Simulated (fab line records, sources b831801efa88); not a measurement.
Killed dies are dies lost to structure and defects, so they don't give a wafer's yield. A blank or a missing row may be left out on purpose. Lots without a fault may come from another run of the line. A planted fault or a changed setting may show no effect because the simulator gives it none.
A sampling plan put to the test | flow gf180mcu | one fab line, 20 faults that these records tell of, each judged on the records of the lots that it struck
The plan is the line's own looks: the steps of the route at which a gauge or an inspection reads the wafer and doesn't change it. A look can be judged if struck wafers have a number there and the file gives its usual mean and standard deviation on fault-free wafers. Caught: at a look after the fault's first step, the mean of the struck wafers lies 4 or more of those standard deviations (sigma) from the usual mean. On the tool: the same test on the tool's own readings at the fault's steps. Another recipe on the struck wafers, or a record that is blank for them alone, also counts as caught.

THE FAULTS, as the simulator had put them in
1. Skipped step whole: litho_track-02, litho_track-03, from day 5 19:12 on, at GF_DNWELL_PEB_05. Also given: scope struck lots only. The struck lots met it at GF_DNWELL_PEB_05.
2. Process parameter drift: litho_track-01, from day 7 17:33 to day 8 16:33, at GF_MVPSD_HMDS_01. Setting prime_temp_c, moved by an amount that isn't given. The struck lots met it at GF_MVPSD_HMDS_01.
3. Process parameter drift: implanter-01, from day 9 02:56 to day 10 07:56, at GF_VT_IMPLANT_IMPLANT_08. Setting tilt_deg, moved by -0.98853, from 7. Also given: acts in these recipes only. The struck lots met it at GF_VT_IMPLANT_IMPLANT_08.
4. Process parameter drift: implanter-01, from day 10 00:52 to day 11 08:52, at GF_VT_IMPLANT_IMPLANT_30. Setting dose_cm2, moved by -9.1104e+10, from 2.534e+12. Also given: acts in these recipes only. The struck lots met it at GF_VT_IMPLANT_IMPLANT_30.
5. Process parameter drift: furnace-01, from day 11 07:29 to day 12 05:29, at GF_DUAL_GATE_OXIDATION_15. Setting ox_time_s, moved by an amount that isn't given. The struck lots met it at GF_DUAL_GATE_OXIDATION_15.
6. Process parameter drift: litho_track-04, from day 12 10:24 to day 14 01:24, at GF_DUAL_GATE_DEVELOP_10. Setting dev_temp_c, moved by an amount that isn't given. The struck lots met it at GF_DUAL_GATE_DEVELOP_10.
7. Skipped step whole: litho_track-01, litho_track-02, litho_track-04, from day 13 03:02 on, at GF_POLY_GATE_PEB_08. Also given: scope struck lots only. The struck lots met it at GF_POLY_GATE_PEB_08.
8. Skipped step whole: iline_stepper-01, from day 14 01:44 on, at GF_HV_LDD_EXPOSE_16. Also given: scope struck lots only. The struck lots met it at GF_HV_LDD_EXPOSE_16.
9. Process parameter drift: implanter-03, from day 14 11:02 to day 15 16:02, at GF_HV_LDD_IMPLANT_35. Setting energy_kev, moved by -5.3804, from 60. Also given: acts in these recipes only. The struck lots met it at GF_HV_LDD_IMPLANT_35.
10. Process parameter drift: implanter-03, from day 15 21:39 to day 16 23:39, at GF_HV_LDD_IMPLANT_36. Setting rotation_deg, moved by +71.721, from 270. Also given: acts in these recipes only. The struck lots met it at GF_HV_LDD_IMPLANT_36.
11. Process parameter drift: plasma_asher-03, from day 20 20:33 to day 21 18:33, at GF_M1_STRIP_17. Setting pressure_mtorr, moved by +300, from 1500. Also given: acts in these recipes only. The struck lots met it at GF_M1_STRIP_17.
12. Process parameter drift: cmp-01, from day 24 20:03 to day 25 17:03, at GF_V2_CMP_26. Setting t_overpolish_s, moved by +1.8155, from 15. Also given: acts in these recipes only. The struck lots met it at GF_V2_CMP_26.
13. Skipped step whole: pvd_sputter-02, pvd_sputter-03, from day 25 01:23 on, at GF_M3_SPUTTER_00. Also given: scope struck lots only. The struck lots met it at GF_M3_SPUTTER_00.
14. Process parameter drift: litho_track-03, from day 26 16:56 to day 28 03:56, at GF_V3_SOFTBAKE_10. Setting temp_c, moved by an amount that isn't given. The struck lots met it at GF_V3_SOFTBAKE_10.
15. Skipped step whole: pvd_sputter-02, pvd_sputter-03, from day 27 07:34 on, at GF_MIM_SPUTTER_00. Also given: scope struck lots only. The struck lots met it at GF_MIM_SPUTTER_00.
16. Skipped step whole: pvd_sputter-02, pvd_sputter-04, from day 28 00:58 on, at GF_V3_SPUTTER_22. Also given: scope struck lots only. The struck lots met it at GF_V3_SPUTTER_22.
17. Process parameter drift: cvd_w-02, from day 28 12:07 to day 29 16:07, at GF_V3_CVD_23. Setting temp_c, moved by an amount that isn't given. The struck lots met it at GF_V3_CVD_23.
18. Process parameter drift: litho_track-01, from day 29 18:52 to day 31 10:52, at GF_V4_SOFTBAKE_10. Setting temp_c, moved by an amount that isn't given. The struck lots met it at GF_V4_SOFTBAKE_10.
19. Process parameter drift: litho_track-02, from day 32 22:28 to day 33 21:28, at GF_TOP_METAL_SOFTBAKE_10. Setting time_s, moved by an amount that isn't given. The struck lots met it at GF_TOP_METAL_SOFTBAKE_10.
20. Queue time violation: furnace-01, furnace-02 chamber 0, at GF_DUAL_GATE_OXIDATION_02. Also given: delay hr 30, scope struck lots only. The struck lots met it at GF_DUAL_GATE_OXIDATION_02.

WHAT THE PLAN SAW
fault | on the tool itself                               | first look that catches it                      | reading, sigma                             | median hours from its first step to that look | hours from the fault's start to the first struck lot there | judged looks passed uncaught
1     | the tool's record is blank for the struck wafers | none of the 2 looks that can be judged after it | -                                          | -                                             | -                                                          | 2
2     | prime_temp_c -21 sigma                           | not the one look that can be judged after it    | -                                          | -                                             | -                                                          | 1
3     | tilt_deg -47 sigma                               | none of the 2 looks that can be judged after it | -                                          | -                                             | -                                                          | 2
4     | dose_ions_cm2 -31 sigma                          | no look after it can be judged                  | -                                          | -                                             | -                                                          | 0
5     | no reading that can be judged                    | not the one look that can be judged after it    | -                                          | -                                             | -                                                          | 1
6     | developer_temp_C +19 sigma                       | none of the 2 looks that can be judged after it | -                                          | -                                             | -                                                          | 2
7     | the tool's record is blank for the struck wafers | no look after it can be judged                  | -                                          | -                                             | -                                                          | 0
8     | no reading that can be judged                    | no look after it can be judged                  | -                                          | -                                             | -                                                          | 0
9     | beam_energy_keV -99 or beyond sigma              | none of the 2 looks that can be judged after it | -                                          | -                                             | -                                                          | 2
10    | rotation_deg +99 or beyond sigma                 | no look after it can be judged                  | -                                          | -                                             | -                                                          | 0
11    | chamber_pressure_mTorr +99 or beyond sigma       | no look after it can be judged                  | -                                          | -                                             | -                                                          | 0
12    | overpolish_run_s +99 or beyond sigma             | not the one look that can be judged after it    | -                                          | -                                             | -                                                          | 1
13    | the tool's record is blank for the struck wafers | no look after it can be judged                  | -                                          | -                                             | -                                                          | 0
14    | heater_power_total_W -82 sigma                   | GF_V3_CD_MEAS_14                                | cd_nm -11                                  | 10.4                                          | 14                                                         | 0
15    | the tool's record is blank for the struck wafers | no look after it can be judged                  | -                                          | -                                             | -                                                          | 0
16    | the tool's record is blank for the struck wafers | no look after it can be judged                  | -                                          | -                                             | -                                                          | 0
17    | susceptor_temp_C +9.1 sigma                      | no look after it can be judged                  | -                                          | -                                             | -                                                          | 0
18    | heater_power_total_W -19 sigma                   | not the one look that can be judged after it    | strongest: cd_nm at GF_V4_CD_MEAS_14, -3.0 | -                                             | -                                                          | 1
19    | heater_power_total_W +48 sigma                   | no look after it can be judged                  | -                                          | -                                             | -                                                          | 0
20    | under 2 sigma                                    | none of the 3 looks that can be judged after it | -                                          | -                                             | -                                                          | 3
A dash: the fault isn't caught, or these records don't give the number.

Caught at a look: 1 of 20. Caught on the tool: 17 of 20. By one or the other: 17 of 20.
Caught on the tool alone: faults 1, 2, 3, 4, 6, 7, 9, 10, 11, 12, 13, 15, 16, 17, 18, 19.
Caught by neither: faults 5, 8, 20.

THINNER SAMPLING
If the look that catches a fault measured only every second or every third lot, by lot number, the first struck lot would be measured this late in the worst case:
fault | struck lots at that look, in order of time | every lot | every second lot | every third lot
14    | L963, L964                                 | 14 h      | 23 h             | may miss all 2
Hours are from the fault's start to the first struck lot that is measured. The limit of 4 sigma was tested on all struck wafers together, so one lot alone may lie under it. Other struck lots may not be in these records.

THE LONGEST TIMED WAY FROM STEP TO LOOK
Fault 14: a median of 10.4 hours passes between GF_V3_SOFTBAKE_10 and GF_V3_CD_MEAS_14. No look between them can be judged.
